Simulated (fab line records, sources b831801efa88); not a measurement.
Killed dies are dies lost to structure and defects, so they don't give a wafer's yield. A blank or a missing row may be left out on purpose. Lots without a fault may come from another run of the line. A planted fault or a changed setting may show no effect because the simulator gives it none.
fab line records | flow sky130
record lots=5 wafers=15 last_day=50
route steps=708 shown NWELL@74 PWDE@84 VT_ADJUST_HVTP@85 VT_ADJUST_LVTN@97
lots that met no fault: from a run of the same line without faults
start_h: hours from the record's first day to the start of the lot's first wafer shown | wait_h: hours since the lot's step before | " the same as in the row above | L1.1+2: a row that stands for several wafers | - no value, or no start given | * or withheld: withheld | < > ~ a bound
route shown NAME@n: a module of which the file shows steps, and the number in the route of the first | usual: mean/standard deviation of fault-free wafers | same: alike in all rows | chamber/n: place in a boat | sites: the reading at each site | _std_site: their standard deviation | _edge_site: outer sites' mean less inner sites' | radius_mm: how far each site lies from the wafer's centre | mask NAME#n: copy n | behind: the tool/chamber that last shaped the wafer | hold: why the lot was held/for how many hours/how that ended | device: the transistor (n, p or np) that didn't switch | end of line: the same wafers' tests at the end of the route | a step without rows: its recipe alone | killed: dies lost to structure and defects at the first sort, not the wafer's yield | map: a wafer's dies, x killed, . not, _ none there
set.NAME: the setting as run; set.NAME@STEP: as run at that earlier step | model.NAME: the simulator's own value behind a step, which no gauge read
lots at some steps of the route; a table a step, a row a wafer
services: from which hour (start_h, from the record's first day; less than 0 if before it) a tool's chamber was out of use, for how many hours, and why
## steps
# step SKY_NWELL_PEB_21
# recipe temp_c=115 time_s=withheld
# columns lot.wafer tool chamber start_h wait_h
L081.3+4+6 litho_track-04 0 - -
L089.1+3+4 litho_track-01 0 - -
L093.1+2+3 litho_track-04 0 - -
L095.2+4+6 litho_track-02 0 - -
L096.1+4+5 litho_track-02 0 - -
# step SKY_NWELL_DEVELOP_22
# recipe wall_angle_deg=90 developer=TMAH develop_time_s=60 dev_temp_c=23
# columns lot.wafer tool chamber start_h wait_h
L081.3+4+6 litho_track-04 0 - -
L089.1+3+4 litho_track-01 0 - -
L093.1+2+3 litho_track-04 0 - -
L095.2+4+6 litho_track-02 0 - -
L096.1+4+5 litho_track-02 0 - -
# step SKY_NWELL_OVL_MEAS_23
# usual NWELL_01_OVL=-1.3/1.5
# columns lot.wafer tool chamber start_h wait_h NWELL_01_OVL[nm]
L081.3 overlay-01 - 147.30 - -0.2
L081.4 " - " " -0.6
L081.6 " - " " -1.3
L089.1 overlay-02 - 195.03 - -4.7
L089.3 " - " " -5.1
L089.4 " - " " -5.5
L093.1 overlay-02 - 228.10 - -1.3
L093.2 " - " " -1.8
L093.3 " - " " -2.0
L095.2 overlay-02 - 231.65 - -3.1
L095.4 " - " " -3.1
L095.6 " - " " -3.7
L096.1 overlay-01 - 240.59 - -2.1
L096.4 " - " " -3.1
L096.5 " - " " -3.7
# step SKY_NWELL_IMPLANT_24
# recipe species=B energy_kev=140 dose_cm2=9.2e+12 tilt_deg=withheld
# columns lot.wafer tool chamber start_h wait_h
L081.3+4+6 implanter-02 0 147.38 0.1
L089.1+3+4 implanter-04 0 195.07 0.0
L093.1+2+3 implanter-01 0 228.13 0.0
L095.2+4+6 implanter-02 0 231.70 0.0
L096.1+4+5 implanter-02 0 240.63 0.0
# step SKY_NWELL_STRIP_25
# recipe chemistry=O2/N2 power_w=1400 pressure_mtorr=1500 platen_temp_c=withheld o2_flow_sccm=3000 n2_flow_sccm=300 overash_fraction=0.5
# usual drypump_motor_current_A=5.8/0.4 n2_flow_sccm=300.1/1.1 oes_product_au=0.722/0.0045 strip_time_to_endpoint_s=36.90/0.12
# columns lot.wafer tool chamber start_h wait_h drypump_motor_current_A n2_flow_sccm oes_product_au rf_hours_counter_h strip_time_to_endpoint_s
L081.3 plasma_asher-03 0 147.51 0.1 5.0 298.9 0.718 - 37.00
L081.4 " 1 " " 6.1 300.8 0.726 - 36.92
L081.6 " 1 " " 6.0 300.4 0.723 - 37.05
L089.1 plasma_asher-02 0 195.22 0.1 6.0 299.7 0.731 49 36.94
L089.3 " 1 " " 5.8 300.8 0.713 - 36.93
L089.4 " 0 " " 6.0 300.8 0.727 - 36.99
L093.1 plasma_asher-01 0 228.28 0.1 6.0 302.2 0.719 41 36.96
L093.2 " 1 " " 5.7 299.9 0.718 41 36.83
L093.3 " 0 " " 6.1 300.4 0.726 - 36.78
L095.2 plasma_asher-02 1 231.83 0.1 5.7 300.2 0.723 53 36.85
L095.4 " 1 " " 5.7 300.3 0.729 - 36.86
L095.6 " 0 " " 6.1 299.9 0.718 - 36.84
L096.1 plasma_asher-01 0 240.78 0.1 6.1 300.9 0.721 42 36.81
L096.4 " 0 " " 6.1 298.9 0.719 - 36.76
L096.5 " 0 " " 6.1 299.7 0.723 - 36.80
# step SKY_NWELL_TW_MEAS_26
# usual NWELL_2_TW=499/5.7
# columns lot.wafer tool chamber start_h wait_h NWELL_2_TW
L081.3 film_metro-04 - 147.60 0.1 505
L081.4 " - " " 507
L081.6 " - " " 504
L089.1 film_metro-01 - 195.32 0.1 488
L089.3 " - " " 488
L089.4 " - " " 491
L093.1 film_metro-03 - 228.38 0.1 499
L093.2 " - " " 497
L093.3 " - " " 497
L095.2 film_metro-01 - 231.94 0.1 490
L095.4 " - " " 493
L095.6 " - " " 489
L096.1 film_metro-01 - 240.88 0.1 489
L096.4 " - " " 488
L096.5 " - " " 491
# step SKY_NWELL_CLEAN_27
# recipe chemistry=SC1/SC2 mix=1:4:20 temp_c=70 time_s=150 dry=n2_spin
# columns lot.wafer tool chamber start_h wait_h
L081.3+4+6 wet_bench-03 1 147.64 0.0
L089.1+3+4 wet_bench-01 3 195.38 0.1
L093.1+2+3 wet_bench-04 0 228.44 0.1
L095.2+4+6 wet_bench-04 0 231.99 0.0
L096.1+4+5 wet_bench-04 1 240.94 0.1
# step SKY_NWELL_RTA_28
# recipe temp_c=1050 time_s=30 idle_temp_c=650 ramp_up_c_per_s=150 ramp_down_c_per_s=90 ambient=N2
# usual lamp_power_pct=25.31/0.058 wafer_temp_C_max=1054.9/0.94
# columns lot.wafer tool chamber start_h wait_h lamp_power_pct wafer_temp_C_max
L081.3 rtp_anneal-01 0 147.72 0.0 25.40 1054.3
L081.4 " 0 " " 25.35 1055.9
L081.6 " 0 " " 25.35 1053.0
L089.1 rtp_anneal-01 0 195.43 0.0 25.32 1056.7
L089.3 " 0 " " 25.38 1055.1
L089.4 " 0 " " 25.41 1053.8
L093.1 rtp_anneal-01 0 228.49 0.0 25.23 1053.3
L093.2 " 0 " " 25.35 1053.3
L093.3 " 0 " " 25.40 1054.4
L095.2 rtp_anneal-02 0 232.06 0.0 25.32 1056.1
L095.4 " 0 " " 25.30 1055.7
L095.6 " 0 " " 25.35 1057.0
L096.1 rtp_anneal-02 0 240.99 0.0 25.32 1053.9
L096.4 " 0 " " 25.38 1053.9
L096.5 " 0 " " 25.36 1054.6
# step SKY_NWELL_RS_MEAS_29
# recipe thk_meas_gauge=four-point-probe
# usual NWELL_RS=625.2/1.7
# columns lot.wafer tool chamber start_h wait_h NWELL_RS[ohm/sq]
L081.3 film_metro-03 - 147.83 0.1 623.1
L081.4 " - " " 624.9
L081.6 " - " " 624.7
L089.1 film_metro-03 - 195.53 0.1 627.2
L089.3 " - " " 624.7
L089.4 " - " " 628.6
L093.1 film_metro-01 - 228.59 0.1 627.7
L093.2 " - " " 627.2
L093.3 " - " " 627.7
L095.2 film_metro-03 - 232.16 0.1 626.2
L095.4 " - " " 625.1
L095.6 " - " " 624.1
L096.1 film_metro-03 - 241.09 0.1 625.5
L096.4 " - " " 624.9
L096.5 " - " " 623.9
# step SKY_NWELL_RS_MEAS_31
# recipe thk_meas_gauge=four-point-probe
# usual PWDE_RS=5278/22
# columns lot.wafer tool chamber start_h wait_h PWDE_RS[ohm/sq]
L081.3 film_metro-03 - 148.07 0.1 5265
L081.4 " - " " 5268
L081.6 " - " " 5270
L089.1 film_metro-03 - 195.77 0.1 5277
L089.3 " - " " 5273
L089.4 " - " " 5295
L093.1 film_metro-01 - 228.83 0.1 5283
L093.2 " - " " 5272
L093.3 " - " " 5251
L095.2 film_metro-03 - 232.40 0.1 5291
L095.4 " - " " 5272
L095.6 " - " " 5291
L096.1 film_metro-03 - 241.33 0.1 5302
L096.4 " - " " 5303
L096.5 " - " " 5284
# step SKY_VT_ADJUST_HVTP_DEHYDRATE_00
# recipe temp_c=200 time_s=60
# columns lot.wafer tool chamber start_h wait_h
L081.3+4+6 litho_track-03 0 157.75 9.7
L089.1+3+4 litho_track-03 0 206.65 10.9
L093.1+2+3 litho_track-03 0 239.45 10.6
L095.2+4+6 litho_track-03 0 243.47 11.1
L096.1+4+5 litho_track-01 0 253.13 11.8
# step SKY_VT_ADJUST_HVTP_HMDS_01
# recipe prime_time_s=60 prime_temp_c=120
# columns lot.wafer tool chamber start_h wait_h
L081.3+4+6 litho_track-03 0 157.90 0.1
L089.1+3+4 litho_track-03 0 206.80 0.1
L093.1+2+3 litho_track-03 0 239.60 0.1
L095.2+4+6 litho_track-03 0 243.62 0.1
L096.1+4+5 litho_track-01 0 253.28 0.1
# step SKY_VT_ADJUST_HVTP_COAT_02
# recipe resist=NOVOLAK spin_rpm=3000 resist_thk_nm=1140
# columns lot.wafer tool chamber start_h wait_h
L081.3+4+6 litho_track-03 0 158.05 0.1
L089.1+3+4 litho_track-03 0 206.95 0.1
L093.1+2+3 litho_track-03 0 239.75 0.1
L095.2+4+6 litho_track-03 0 243.77 0.1
L096.1+4+5 litho_track-01 0 253.43 0.1
# step SKY_VT_ADJUST_HVTP_SOFTBAKE_03
# recipe temp_c=90 time_s=60 resist=NOVOLAK
# columns lot.wafer tool chamber start_h wait_h
L081.3+4+6 litho_track-03 0 158.20 0.1
L089.1+3+4 litho_track-03 0 207.10 0.1
L093.1+2+3 litho_track-03 0 239.90 0.1
L095.2+4+6 litho_track-03 0 243.92 0.1
L096.1+4+5 litho_track-01 0 253.58 0.1
# step SKY_VT_ADJUST_HVTP_EXPOSE_04
# recipe mask_id=HVTPM na=0.6 source_shape=conventional sigma_outer=0.6 polarization=unpolarized target_cd_nm=380 dose_mj=140
# usual exposure_dose_mJ_cm2=141.28/0.14 stage_vel_mm_s=499.91/0.24
# columns lot.wafer tool chamber start_h wait_h mask exposure_dose_mJ_cm2 stage_vel_mm_s
L081.3 iline_stepper-01 0 - - HVTPM#0 141.51 500.14
L081.4 " 0 " " HVTPM#0 141.45 500.19
L081.6 " 0 " " HVTPM#0 141.53 499.93
L089.1 iline_stepper-01 0 - - HVTPM#0 141.15 500.05
L089.3 " 0 " " HVTPM#0 141.25 499.75
L089.4 " 0 " " HVTPM#0 141.17 499.86
L093.1 iline_stepper-01 0 - - HVTPM#0 141.37 499.82
L093.2 " 0 " " HVTPM#0 141.32 499.91
L093.3 " 0 " " HVTPM#0 141.32 499.79
L095.2 iline_stepper-01 0 - - HVTPM#0 141.32 499.83
L095.4 " 0 " " HVTPM#0 141.24 499.64
L095.6 " 0 " " HVTPM#0 141.29 499.88
L096.1 iline_stepper-02 0 - - HVTPM#0 141.46 500.19
L096.4 " 0 " " HVTPM#0 141.56 499.99
L096.5 " 0 " " HVTPM#0 141.35 500.02
# step SKY_VT_ADJUST_HVTP_PEB_05
# recipe temp_c=withheld time_s=* resist=NOVOLAK
# columns lot.wafer tool chamber start_h wait_h
L081.3+4+6 litho_track-03 0 - -
L089.1+3+4 litho_track-04 0 - -
L093.1+2+3 litho_track-04 0 - -
L095.2+4+6 litho_track-03 0 - -
L096.1+4+5 litho_track-01 0 - -
# step SKY_VT_ADJUST_HVTP_DEVELOP_06
# recipe resist=NOVOLAK developer=TMAH develop_time_s=60 dev_temp_c=23.82
# columns lot.wafer tool chamber start_h wait_h
L081.3+4+6 litho_track-03 0 167.30 0.1
L089.1+3+4 litho_track-04 0 216.84 0.1
L093.1+2+3 litho_track-04 0 251.69 0.1
L095.2+4+6 litho_track-03 0 255.77 0.1
L096.1+4+5 litho_track-01 0 265.63 0.1
# step SKY_VT_ADJUST_HVTP_CD_MEAS_07
# recipe target_cd_nm=380
# usual cd_nm=379.8/2.2
# columns lot.wafer tool chamber start_h wait_h cd_nm
L081.3 cd_sem-01 - 167.44 0.1 379.9
L081.4 " - " " 381.7
L081.6 " - " " 380.6
L089.1 cd_sem-01 - 216.99 0.1 379.0
L089.3 " - " " 380.5
L089.4 " - " " 381.6
L093.1 cd_sem-01 - 251.84 0.1 377.5
L093.2 " - " " 377.0
L093.3 " - " " 378.2
L095.2 cd_sem-01 - 255.92 0.1 379.6
L095.4 " - " " 380.2
L095.6 " - " " 382.5
L096.1 cd_sem-01 - 265.78 0.1 379.6
L096.4 " - " " 378.5
L096.5 " - " " 377.9
# step SKY_VT_ADJUST_HVTP_OVL_MEAS_08
# usual VT_ADJUST_HVTP_OVL=0.4/1.5
# columns lot.wafer tool chamber start_h wait_h VT_ADJUST_HVTP_OVL[nm]
L081.3 overlay-02 - 167.53 0.1 2.4
L081.4 " - " " 1.4
L081.6 " - " " 1.2
L089.1 overlay-01 - 217.11 0.1 1.9
L089.3 " - " " 2.8
L089.4 " - " " 2.0
L093.1 overlay-01 - 251.96 0.1 -1.9
L093.2 " - " " -0.6
L093.3 " - " " -1.0
L095.2 overlay-02 - 256.02 0.1 1.3
L095.4 " - " " 1.3
L095.6 " - " " 1.9
L096.1 overlay-02 - 265.90 0.1 -1.0
L096.4 " - " " 0.3
L096.5 " - " " -0.5
# step SKY_VT_ADJUST_HVTP_IMPLANT_09
# recipe species=As energy_kev=150 dose_cm2=4.3e+12 tilt_deg=withheld
# columns lot.wafer tool chamber start_h wait_h
L081.3+4+6 implanter-02 0 167.60 0.1
L089.1+3+4 implanter-02 0 217.15 0.0
L093.1+2+3 implanter-01 0 252.00 0.0
L095.2+4+6 implanter-01 0 256.08 0.0
L096.1+4+5 implanter-03 0 265.94 0.0
# step SKY_VT_ADJUST_HVTP_STRIP_10
# recipe chemistry=O2/N2 power_w=1400 pressure_mtorr=1500 platen_temp_c=withheld o2_flow_sccm=3000 n2_flow_sccm=300 overash_fraction=0.5
# usual drypump_motor_current_A=5.8/0.41 n2_flow_sccm=300.0/0.92 oes_product_au=0.716/0.0041 strip_time_to_endpoint_s=14.18/0.038
# columns lot.wafer tool chamber start_h wait_h drypump_motor_current_A n2_flow_sccm oes_product_au rf_hours_counter_h strip_time_to_endpoint_s
L081.3 plasma_asher-02 0 167.75 0.1 6.0 299.8 0.718 - 14.19
L081.4 " 1 " " 5.7 299.6 0.716 - 14.18
L081.6 " 0 " " 6.0 302.5 0.716 - 14.16
L089.1 plasma_asher-02 0 217.30 0.1 6.0 299.3 0.715 52 14.10
L089.3 " 1 " " 5.7 301.1 0.719 - 14.11
L089.4 " 0 " " 6.0 297.8 0.716 - 14.11
L093.1 plasma_asher-03 1 252.15 0.1 6.1 300.3 0.715 56 14.15
L093.2 " 0 " " 5.0 300.0 0.723 56 14.17
L093.3 " 1 " " 6.1 300.3 0.713 - 14.14
L095.2 plasma_asher-02 0 256.20 0.1 6.1 300.0 0.708 55 14.19
L095.4 " 0 " " 6.0 298.3 0.711 - 14.17
L095.6 " 0 " " 6.1 299.1 0.720 - 14.17
L096.1 plasma_asher-02 0 266.09 0.1 6.0 301.0 0.715 56 14.16
L096.4 " 1 " " 5.8 300.2 0.715 - 14.23
L096.5 " 1 " " 5.8 300.1 0.716 - 14.16
# step SKY_VT_ADJUST_HVTP_TW_MEAS_11
# usual VT_ADJUST_HVTP_TW=1354/19
# columns lot.wafer tool chamber start_h wait_h VT_ADJUST_HVTP_TW
L081.3 film_metro-01 - 167.84 0.1 1331
L081.4 " - " " 1333
L081.6 " - " " 1331
L089.1 film_metro-01 - 217.40 0.1 1344
L089.3 " - " " 1350
L089.4 " - " " 1342
L093.1 film_metro-01 - 252.25 0.1 1344
L093.2 " - " " 1338
L093.3 " - " " 1332
L095.2 film_metro-03 - 256.31 0.1 1360
L095.4 " - " " 1361
L095.6 " - " " 1363
L096.1 film_metro-01 - 266.19 0.1 1345
L096.4 " - " " 1334
L096.5 " - " " 1339
# step SKY_VT_ADJUST_LVTN_DEHYDRATE_00
# recipe temp_c=200 time_s=60
# columns lot.wafer tool chamber start_h wait_h
L081.3+4+6 litho_track-04 0 176.79 8.9
L089.1+3+4 litho_track-03 0 227.15 9.7
L093.1+2+3 litho_track-04 0 263.69 11.4
L095.2+4+6 litho_track-03 0 268.02 11.7
L096.1+4+5 litho_track-04 0 277.64 11.4
# step SKY_VT_ADJUST_LVTN_HMDS_01
# recipe prime_time_s=60 prime_temp_c=120
# columns lot.wafer tool chamber start_h wait_h
L081.3+4+6 litho_track-04 0 176.94 0.1
L089.1+3+4 litho_track-03 0 227.30 0.1
L093.1+2+3 litho_track-04 0 263.84 0.1
L095.2+4+6 litho_track-03 0 268.17 0.1
L096.1+4+5 litho_track-04 0 277.79 0.1
# step SKY_VT_ADJUST_LVTN_COAT_02
# recipe spin_rpm=2000 resist_thk_nm=3000
# columns lot.wafer tool chamber start_h wait_h
L081.3+4+6 litho_track-04 0 177.09 0.1
L089.1+3+4 litho_track-03 0 227.45 0.1
L093.1+2+3 litho_track-04 0 263.99 0.1
L095.2+4+6 litho_track-03 0 268.32 0.1
L096.1+4+5 litho_track-04 0 277.94 0.1
# step SKY_VT_ADJUST_LVTN_SOFTBAKE_03
# recipe temp_c=110 time_s=withheld
# columns lot.wafer tool chamber start_h wait_h
L081.3+4+6 litho_track-04 0 177.26 0.1
L089.1+3+4 litho_track-03 0 227.60 0.1
L093.1+2+3 litho_track-04 0 264.14 0.1
L095.2+4+6 litho_track-03 0 268.48 0.1
L096.1+4+5 litho_track-04 0 278.09 0.1
# step SKY_VT_ADJUST_LVTN_EXPOSE_04
# recipe mask_id=NWM_COMPLEMENT_LESS_NATIVE na=0.6 source_shape=conventional sigma_outer=0.6 polarization=unpolarized target_cd_nm=840 dose_mj=194
# usual exposure_dose_mJ_cm2=194.03/0.21 stage_vel_mm_s=500.01/0.21
# columns lot.wafer tool chamber start_h wait_h mask exposure_dose_mJ_cm2 stage_vel_mm_s
L081.3 iline_stepper-01 0 - - NWM_COMPLEMENT_LESS_NATIVE#0 193.86 499.95
L081.4 " 0 " " NWM_COMPLEMENT_LESS_NATIVE#0 194.00 499.95
L081.6 " 0 " " NWM_COMPLEMENT_LESS_NATIVE#0 193.83 500.30
L089.1 iline_stepper-02 0 - - NWM_COMPLEMENT_LESS_NATIVE#0 194.27 500.18
L089.3 " 0 " " NWM_COMPLEMENT_LESS_NATIVE#0 194.06 500.09
L089.4 " 0 " " NWM_COMPLEMENT_LESS_NATIVE#0 194.36 499.68
L093.1 iline_stepper-01 0 - - NWM_COMPLEMENT_LESS_NATIVE#0 194.07 499.99
L093.2 " 0 " " NWM_COMPLEMENT_LESS_NATIVE#0 193.75 499.69
L093.3 " 0 " " NWM_COMPLEMENT_LESS_NATIVE#0 194.04 500.03
L095.2 iline_stepper-02 0 - - NWM_COMPLEMENT_LESS_NATIVE#0 194.24 499.85
L095.4 " 0 " " NWM_COMPLEMENT_LESS_NATIVE#0 194.12 499.84
L095.6 " 0 " " NWM_COMPLEMENT_LESS_NATIVE#0 194.11 499.98
L096.1 iline_stepper-01 0 - - NWM_COMPLEMENT_LESS_NATIVE#0 193.88 499.95
L096.4 " 0 " " NWM_COMPLEMENT_LESS_NATIVE#0 194.13 499.94
L096.5 " 0 " " NWM_COMPLEMENT_LESS_NATIVE#0 194.02 499.84
# step SKY_VT_ADJUST_LVTN_PEB_05
# recipe temp_c=115 time_s=withheld
# columns lot.wafer tool chamber start_h wait_h
L081.3+4+6 litho_track-02 0 - -
L089.1+3+4 litho_track-03 0 - -
L093.1+2+3 litho_track-04 0 - -
L095.2+4+6 litho_track-04 0 - -
L096.1+4+5 litho_track-02 0 - -
# step SKY_VT_ADJUST_LVTN_DEVELOP_06
# recipe wall_angle_deg=90 developer=TMAH develop_time_s=60 dev_temp_c=23
# columns lot.wafer tool chamber start_h wait_h
L081.3+4+6 litho_track-02 0 - -
L089.1+3+4 litho_track-03 0 - -
L093.1+2+3 litho_track-04 0 - -
L095.2+4+6 litho_track-04 0 - -
L096.1+4+5 litho_track-02 0 - -
# step SKY_VT_ADJUST_LVTN_OVL_MEAS_07
# usual VT_ADJUST_LVTN_OVL=0.1/1.3
# columns lot.wafer tool chamber start_h wait_h VT_ADJUST_LVTN_OVL[nm]
L081.3 overlay-02 - 188.30 - -0.6
L081.4 " - " " -0.6
L081.6 " - " " -0.3
L089.1 overlay-01 - 239.10 - -1.1
L089.3 " - " " -2.4
L089.4 " - " " -1.2
L093.1 overlay-01 - 276.74 - 1.0
L093.2 " - " " 1.1
L093.3 " - " " 0.9
L095.2 overlay-02 - 280.95 - 1.2
L095.4 " - " " -0.8
L095.6 " - " " 0.8
L096.1 overlay-01 - 290.54 - 0.4
L096.4 " - " " 0.6
L096.5 " - " " 0.9
# step SKY_VT_ADJUST_LVTN_IMPLANT_08
# recipe species=B energy_kev=30 dose_cm2=1.57e+12 tilt_deg=withheld
# columns lot.wafer tool chamber start_h wait_h
L081.3+4+6 implanter-01 0 188.38 0.1
L089.1+3+4 implanter-03 0 239.13 0.0
L093.1+2+3 implanter-01 0 276.78 0.0
L095.2+4+6 implanter-03 0 281.00 0.0
L096.1+4+5 implanter-04 0 290.57 0.0
# step SKY_VT_ADJUST_LVTN_STRIP_09
# recipe chemistry=O2/N2 power_w=1400 pressure_mtorr=1500 platen_temp_c=withheld o2_flow_sccm=3000 n2_flow_sccm=300 overash_fraction=0.5
# usual drypump_motor_current_A=5.95/0.21 n2_flow_sccm=299.9/0.76 oes_product_au=0.723/0.0046 strip_time_to_endpoint_s=36.94/0.11
# columns lot.wafer tool chamber start_h wait_h drypump_motor_current_A n2_flow_sccm oes_product_au rf_hours_counter_h strip_time_to_endpoint_s
L081.3 plasma_asher-02 0 188.51 0.1 6.04 300.4 0.724 - 36.84
L081.4 " 1 " " 5.75 298.7 0.721 - 36.83
L081.6 " 0 " " 6.07 300.8 0.728 - 36.86
L089.1 plasma_asher-02 0 239.28 0.1 6.03 300.3 0.726 54 37.03
L089.3 " 1 " " 5.76 298.8 0.723 - 37.00
L089.4 " 0 " " 6.05 298.5 0.723 - 36.86
L093.1 plasma_asher-02 1 276.93 0.1 5.71 301.1 0.729 57 36.93
L093.2 " 0 " " 6.04 300.3 0.721 57 36.98
L093.3 " 1 " " 5.73 298.8 0.714 - 36.92
L095.2 plasma_asher-02 0 281.13 0.1 6.07 299.1 0.721 58 37.12
L095.4 " 0 " " 6.09 299.6 0.727 - 37.12
L095.6 " 1 " " 5.75 300.5 0.724 - 37.06
L096.1 plasma_asher-02 1 290.72 0.1 5.73 300.2 0.720 59 36.91
L096.4 " 1 " " 5.74 299.6 0.724 - 36.95
L096.5 " 1 " " 5.73 300.9 0.717 - 36.85
# step SKY_VT_ADJUST_LVTN_TW_MEAS_10
# usual VT_ADJUST_LVTN_TW=244.7/2.2
# columns lot.wafer tool chamber start_h wait_h VT_ADJUST_LVTN_TW
L081.3 film_metro-03 - 188.60 0.1 242.4
L081.4 " - " " 243.0
L081.6 " - " " 243.8
L089.1 film_metro-02 - 239.38 0.1 246.1
L089.3 " - " " 246.0
L089.4 " - " " 246.8
L093.1 film_metro-04 - 277.03 0.1 246.4
L093.2 " - " " 246.0
L093.3 " - " " 247.4
L095.2 film_metro-02 - 281.24 0.1 245.5
L095.4 " - " " 246.2
L095.6 " - " " 247.4
L096.1 film_metro-04 - 290.82 0.1 247.2
L096.4 " - " " 247.7
L096.5 " - " " 247.2
# step SKY_VT_ADJUST_LVTN_DEHYDRATE_11
# recipe temp_c=200 time_s=60
# columns lot.wafer tool chamber start_h wait_h
L081.3+4+6 litho_track-02 0 198.74 10.1
L089.1+3+4 litho_track-04 0 250.59 11.2
L093.1+2+3 litho_track-03 0 288.25 11.2
L095.2+4+6 litho_track-03 0 292.92 11.7
L096.1+4+5 litho_track-04 0 302.04 11.2
# step SKY_VT_ADJUST_LVTN_HMDS_12
# recipe prime_time_s=60 prime_temp_c=120
# columns lot.wafer tool chamber start_h wait_h
L081.3+4+6 litho_track-02 0 198.89 0.1
L089.1+3+4 litho_track-04 0 250.74 0.1
L093.1+2+3 litho_track-03 0 288.40 0.1
L095.2+4+6 litho_track-03 0 293.07 0.1
L096.1+4+5 litho_track-04 0 302.19 0.1
# step SKY_VT_ADJUST_LVTN_COAT_13
# recipe resist=NOVOLAK spin_rpm=3000 resist_thk_nm=1140
# columns lot.wafer tool chamber start_h wait_h
L081.3+4+6 litho_track-02 0 199.04 0.1
L089.1+3+4 litho_track-04 0 250.89 0.1
L093.1+2+3 litho_track-03 0 288.55 0.1
L095.2+4+6 litho_track-03 0 293.22 0.1
L096.1+4+5 litho_track-04 0 302.34 0.1
# step SKY_VT_ADJUST_LVTN_SOFTBAKE_14
# recipe temp_c=90 time_s=60 resist=NOVOLAK
# columns lot.wafer tool chamber start_h wait_h
L081.3+4+6 litho_track-02 0 199.19 0.1
L089.1+3+4 litho_track-04 0 251.04 0.1
L093.1+2+3 litho_track-03 0 288.70 0.1
L095.2+4+6 litho_track-03 0 293.37 0.1
L096.1+4+5 litho_track-04 0 302.49 0.1
# step SKY_VT_ADJUST_LVTN_EXPOSE_15
# recipe mask_id=HVN_STD_DERIVED na=0.6 source_shape=conventional sigma_outer=0.6 polarization=unpolarized target_cd_nm=600 dose_mj=163
# usual exposure_dose_mJ_cm2=162.96/0.16 stage_vel_mm_s=500.01/0.25
# columns lot.wafer tool chamber start_h wait_h mask exposure_dose_mJ_cm2 stage_vel_mm_s
L081.3 iline_stepper-01 0 - - HVN_STD_DERIVED#0 163.41 499.65
L081.4 " 0 " " HVN_STD_DERIVED#0 163.18 499.93
L081.6 " 0 " " HVN_STD_DERIVED#0 163.17 499.94
L089.1 iline_stepper-02 0 - - HVN_STD_DERIVED#0 162.77 500.19
L089.3 " 0 " " HVN_STD_DERIVED#0 162.92 500.35
L089.4 " 0 " " HVN_STD_DERIVED#0 162.97 500.12
L093.1 iline_stepper-02 0 - - HVN_STD_DERIVED#0 162.76 500.10
L093.2 " 0 " " HVN_STD_DERIVED#0 162.96 499.89
L093.3 " 0 " " HVN_STD_DERIVED#0 162.94 500.37
L095.2 iline_stepper-01 0 - - HVN_STD_DERIVED#0 162.93 499.89
L095.4 " 0 " " HVN_STD_DERIVED#0 162.99 499.43
L095.6 " 0 " " HVN_STD_DERIVED#0 162.87 500.00
L096.1 iline_stepper-01 0 - - HVN_STD_DERIVED#0 162.84 500.32
L096.4 " 0 " " HVN_STD_DERIVED#0 163.02 499.96
L096.5 " 0 " " HVN_STD_DERIVED#0 162.88 500.51
# step SKY_VT_ADJUST_LVTN_PEB_16
# recipe temp_c=withheld time_s=* resist=NOVOLAK
# columns lot.wafer tool chamber start_h wait_h
L081.3+4+6 litho_track-02 0 - -
L089.1+3+4 litho_track-04 0 - -
L093.1+2+3 litho_track-04 0 - -
L095.2+4+6 litho_track-04 0 - -
L096.1+4+5 litho_track-04 0 - -
# step SKY_VT_ADJUST_LVTN_DEVELOP_17
# recipe resist=NOVOLAK developer=TMAH develop_time_s=58.13 dev_temp_c=23
# columns lot.wafer tool chamber start_h wait_h
L081.3+4+6 litho_track-02 0 210.39 0.1
L089.1+3+4 litho_track-04 0 263.19 0.1
L093.1+2+3 litho_track-04 0 300.74 0.1
L095.2+4+6 litho_track-04 0 305.42 0.1
L096.1+4+5 litho_track-04 0 314.74 0.1
# step SKY_VT_ADJUST_LVTN_OVL_MEAS_18
# usual VT_ADJUST_LVTN_01_OVL=-0.9/1.3
# columns lot.wafer tool chamber start_h wait_h VT_ADJUST_LVTN_01_OVL[nm]
L081.3 overlay-02 - 210.50 0.1 -2.3
L081.4 " - " " -3.5
L081.6 " - " " -2.6
L089.1 overlay-01 - 263.34 0.1 -1.2
L089.3 " - " " -1.9
L089.4 " - " " -2.5
L093.1 overlay-02 - 300.89 0.1 1.3
L093.2 " - " " 0.2
L093.3 " - " " 0.0
L095.2 overlay-01 - 305.55 0.1 -2.2
L095.4 " - " " -1.7
L095.6 " - " " -0.9
L096.1 overlay-02 - 314.89 0.1 -0.4
L096.4 " - " " -1.4
L096.5 " - " " -1.6
# step SKY_VT_ADJUST_LVTN_IMPLANT_19
# recipe species=B energy_kev=30 dose_cm2=6.5e+11 tilt_deg=withheld
# columns lot.wafer tool chamber start_h wait_h
L081.3+4+6 implanter-01 0 210.58 0.1
L089.1+3+4 implanter-03 0 263.38 0.0
L093.1+2+3 implanter-03 0 300.93 0.0
L095.2+4+6 implanter-04 0 305.60 0.0
L096.1+4+5 implanter-03 0 314.93 0.0
## services
# columns tool chamber start_h hours kind
iline_stepper-02 - 131.52 1.7 pm
plasma_asher-02 - 148.92 0.8 repair
implanter-02 - 195.65 2.3 pm
implanter-04 - 202.20 3.5 repair
plasma_asher-01 - 209.20 3.1 repair
implanter-03 - 214.23 6.5 pm
wet_bench-03 - 227.15 30.4 repair
wet_bench-03 - 227.22 3.1 repair
iline_stepper-01 - 233.80 1.7 pm
plasma_asher-02 - 239.38 2.8 pm
implanter-03 - 258.62 0.6 repair
implanter-02 - 263.81 6.8 repair
implanter-01 - 265.93 4.7 pm
iline_stepper-02 - 297.90 6.4 repair
implanter-03 - 301.15 7.6 repair
wet_bench-03 - 302.13 1.6 repair
plasma_asher-02 - 308.34 0.6 repair
plasma_asher-02 - 308.88 2.0 repair
iline_stepper-02 - 310.62 12.7 repair
implanter-02 - 311.76 0.9 repair
plasma_asher-01 - 314.39 4.6 repair
## key
fault none
